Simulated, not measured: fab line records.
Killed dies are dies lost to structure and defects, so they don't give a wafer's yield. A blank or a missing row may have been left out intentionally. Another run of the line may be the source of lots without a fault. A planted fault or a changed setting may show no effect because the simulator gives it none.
Which tool is to blame? / flow sky130 / Sampling: 6 lots, 17 wafers, 2 of 708 route steps

WHAT THE GAUGES SHOWED, per wafer
SKY_VIA2_RS_MEAS_22: measures by four-point-probe.
lot=L367; measured=day 37 03:59; on=film-metro-01; VIA2_W_RS (ohm/sq)=0.266 0.275 0.264
lot=L375; measured=day 39 10:20; on=film-metro-04; VIA2_W_RS (ohm/sq)=0.273 0.364 0.274 0.363
lot=L379; measured=day 40 06:05; on=film-metro-04; VIA2_W_RS (ohm/sq)=0.266 0.276 0.264
lot=L381; measured=day 41 08:41; on=film-metro-04; VIA2_W_RS (ohm/sq)=0.269 0.267 0.274
lot=L385; measured=day 42 01:23; on=film-metro-02; VIA2_W_RS (ohm/sq)=0.263 0.261 0.272
lot=L388; measured=day 42 21:02; on=film-metro-02; VIA2_W_RS (ohm/sq)=0.267 0.276 0.265

WHAT TOOL EACH LOT RAN ON (gives the tool, then ch and the chambers of the sampled wafers, and finally the start)
lot=L367; SKY_VIA2_CVD_21=cvd-w-01 ch 0,1, day 37 03:52
lot=L375; SKY_VIA2_CVD_21=cvd-w-02 ch 0,1, day 39 10:13
lot=L379; SKY_VIA2_CVD_21=cvd-w-01 ch 0,1, day 40 05:56
lot=L381; SKY_VIA2_CVD_21=cvd-w-01 ch 0,1, day 41 08:34
lot=L385; SKY_VIA2_CVD_21=cvd-w-01 ch 0,1, day 42 01:14
lot=L388; SKY_VIA2_CVD_21=cvd-w-01 ch 0,1, day 42 20:54
- SKY_VIA2_CVD_21: deposits W, target thk 420 nm, time 126.4 s.

THE ANSWER, worked out from the rows above alone
Rule: usual is defined by the lots themselves. Put in order of their means at a reading, lots are off if they are a third of the lots or fewer, leave a main group of 4 or more, and stand apart from it by a gap of 3 or more times the standard deviation of the main group's means; of several such gaps the widest counts. A main group is skipped when, at the precision printed for the reading in the tables above, its means are all equal. A lot without any number at a reading at which 4 lots or more have one is off too. The other lots that the step has rows for count as sound.
Off: L375, seen at SKY_VIA2_RS_MEAS_22 (VIA2_W_RS). The main group has a mean of 0.268 ohm/sq with a standard deviation of 0.0016.
A tool fits if, at a process step before that reading, it ran every lot that is off, and no sound lot after the first of them. Those tools and the gauges at SKY_VIA2_RS_MEAS_22 are tried in the same way. One fits: cvd-w-02 at SKY_VIA2_CVD_21. It ran no sound lot before its first lot that is off in this sample, so the start can't be narrowed down.

WHAT THE SIMULATOR HAD INSERTED
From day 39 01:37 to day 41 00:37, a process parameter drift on cvd-w-02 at SKY_VIA2_CVD_21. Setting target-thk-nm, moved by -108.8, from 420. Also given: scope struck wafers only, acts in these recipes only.
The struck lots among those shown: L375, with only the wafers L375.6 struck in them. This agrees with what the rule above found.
